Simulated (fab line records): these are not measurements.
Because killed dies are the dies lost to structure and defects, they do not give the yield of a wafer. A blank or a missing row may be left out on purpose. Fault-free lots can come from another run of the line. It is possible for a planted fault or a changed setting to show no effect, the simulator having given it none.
2 desks looking at one fault / flow gf180mcu / every desk sees just its own numbers, and what lay behind them comes last

THE METROLOGY DESK
Lot by lot, what the gauges showed, no matter which tool ran the lot: averages of those sampled wafers that carry a number. Any lot whose mean is over 4 standard deviations away from the usual mean is out of limits and marked OUT; that distance is given in the brackets.
Columns: A = NWELL_OVL at GF_NWELL_OVL_MEAS_07, usual -0.3 nm; B = HV_LDD_CVD_56_THK at GF_HV_LDD_THK_MEAS_57, usual 90.0 nm
lot=L315; first seen here=day 3 07:31; A=0.5; B=90.2
lot=L319; first seen here=day 4 03:44; A=1.6; B=90.3
lot=L320; first seen here=day 4 10:38; A=0.5; B=88.8
lot=L322; first seen here=day 4 21:08; A=0.0; B=90.4
lot=L323; first seen here=day 5 03:11; A=0.7; B=90.5
lot=L324; first seen here=day 5 08:48; A=-1.6; B=89.9
lot=L325; first seen here=day 5 13:17; A=-0.0; B=89.6
lot=L329; first seen here=day 6 13:56; A=-1.1; B=107.3 (+22) OUT
lot=L330; first seen here=day 6 20:32; A=-1.1; B=106.2 (+21) OUT
lot=L334; first seen here=day 7 15:04; A=-0.8; B=90.5
lot=L335; first seen here=day 7 22:36; A=-2.5; B=90.4
This desk finds L329, L330 out of limits, with the earliest case on L329 at day 17 04:23 (HV_LDD_CVD_56_THK at GF_HV_LDD_THK_MEAS_57). L315, L319, L320, L322, L323, L324, L325, L334, L335 stayed within limits.

AT THE TOOL OWNER'S DESK: lpcvd-01
The tool's own readings at GF_HV_LDD_CVD_56 (deposits Si3N4 from DCS/NH3, target thk 90 nm, time 1543 s): means of the sampled wafers that have a number, for each lot that ran on this tool. Any lot whose mean is over 4 standard deviations away from the usual mean is out of limits and marked OUT; that distance is given in the brackets.
Columns: A = spikeTcUpperC at GF_HV_LDD_CVD_56, usual 770.0 C; B = zonePowerTopPct at GF_HV_LDD_CVD_56, usual 25.5 %
lot=L323; first seen here=day 15 02:34; A=770.9; B=26.6
lot=L324; first seen here=day 15 19:14; A=770.9; B=26.3
lot=L329; first seen here=day 17 02:58; A=770.4; B=26.8
lot=L330; first seen here=day 17 14:34; A=770.4; B=26.6
Finding of this desk: none of the 4 lots has anything out of limits.

TAKEN TOGETHER
An alarm was possible from the metrology desk at day 17 04:23, on L329, L330.
Nothing out of limits was seen by the tool owner's desk.
The tool owner's desk has L329, L330 on record, within its limits.
Of the lots named, all ran GF_HV_LDD_CVD_56 on lpcvd-01.

WHAT THE SIMULATOR HAD INSERTED
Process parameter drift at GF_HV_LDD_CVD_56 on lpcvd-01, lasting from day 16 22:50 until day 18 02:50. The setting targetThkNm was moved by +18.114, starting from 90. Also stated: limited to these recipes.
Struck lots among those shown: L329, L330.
Delay in hours, fault start to first out-of-limits reading, per desk: metrology desk 6.
